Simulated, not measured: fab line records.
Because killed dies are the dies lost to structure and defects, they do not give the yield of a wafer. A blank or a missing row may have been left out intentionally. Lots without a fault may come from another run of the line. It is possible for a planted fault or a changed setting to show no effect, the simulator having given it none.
Which tool is to blame? + flow sky130 + 36 wafers from 12 lots sampled at 2 of the route's 708 steps

## WHAT THE GAUGES READ, wafer by wafer
SKY_SD_N_TW_MEAS_12.
| lot  | measured     | on            | SD_N_TW        |
|------|--------------|---------------|----------------|
| L075 | day 29 08:53 | film-metro-04 | 3911 3910 3916 |
| L078 | day 29 12:17 | film-metro-03 | 3963 3960 3958 |
| L077 | day 29 13:57 | film-metro-04 | 3898 3906 3890 |
| L081 | day 30 03:20 | film-metro-04 | 3894 3899 3891 |
| L082 | day 31 00:32 | film-metro-01 | 3977 3992 3998 |
| L084 | day 32 06:14 | film-metro-03 | 3976 3978 3988 |
| L086 | day 32 14:17 | film-metro-04 | 3950 3947 3939 |
| L090 | day 33 02:28 | film-metro-04 | 3946 3929 3954 |
| L092 | day 33 11:20 | film-metro-03 | 3985 3962 3954 |
| L093 | day 33 21:02 | film-metro-01 | 4003 4018 4021 |
| L096 | day 35 02:25 | film-metro-01 | 3985 3989 4003 |
| L097 | day 35 05:08 | film-metro-03 | 3988 3999 3999 |

## EACH LOT AND THE TOOL THAT RAN IT (in order: tool; ch and the chambers of the sampled wafers; start)
| lot  | SKY_POLY_CUT_STRIP_12                |
|------|--------------------------------------|
| L075 | plasma-asher-04 ch 0,1, day 25 18:57 |
| L078 | plasma-asher-03 ch 0, day 25 22:57   |
| L077 | plasma-asher-04 ch 0,1, day 26 02:22 |
| L081 | plasma-asher-04 ch 0,1, day 26 14:13 |
| L082 | plasma-asher-01 ch 0,1, day 27 11:54 |
| L084 | plasma-asher-04 ch 0,1, day 28 19:52 |
| L086 | plasma-asher-04 ch 0,1, day 29 03:55 |
| L090 | plasma-asher-03 ch 0,1, day 29 16:46 |
| L092 | plasma-asher-03 ch 0,1, day 30 02:34 |
| L093 | plasma-asher-03 ch 0,1, day 30 10:21 |
| L096 | plasma-asher-01 ch 0,1, day 31 17:20 |
| L097 | plasma-asher-01 ch 0,1, day 31 21:49 |
- SKY_POLY_CUT_STRIP_12: strips in O2/N2.

## THE ANSWER, worked out from the rows above alone
Rule: the usual values come from the lots themselves. Put in order of their means at a reading, lots are off if they are a third of the lots or fewer, leave a main group of 4 or more, and stand apart from it by a gap of 3 or more times the standard deviation of the main group's means; of several such gaps the widest counts. If all means in a main group match to the digits the tables above print for the reading, that group is not used. Also off: a lot with no number at a reading for which 4 or more lots have one. Where the step has rows for the other lots, those lots are counted as sound.
Nothing can be told from this: no lot is off at any reading shown.

## WHAT THE SIMULATOR HAD PUT IN
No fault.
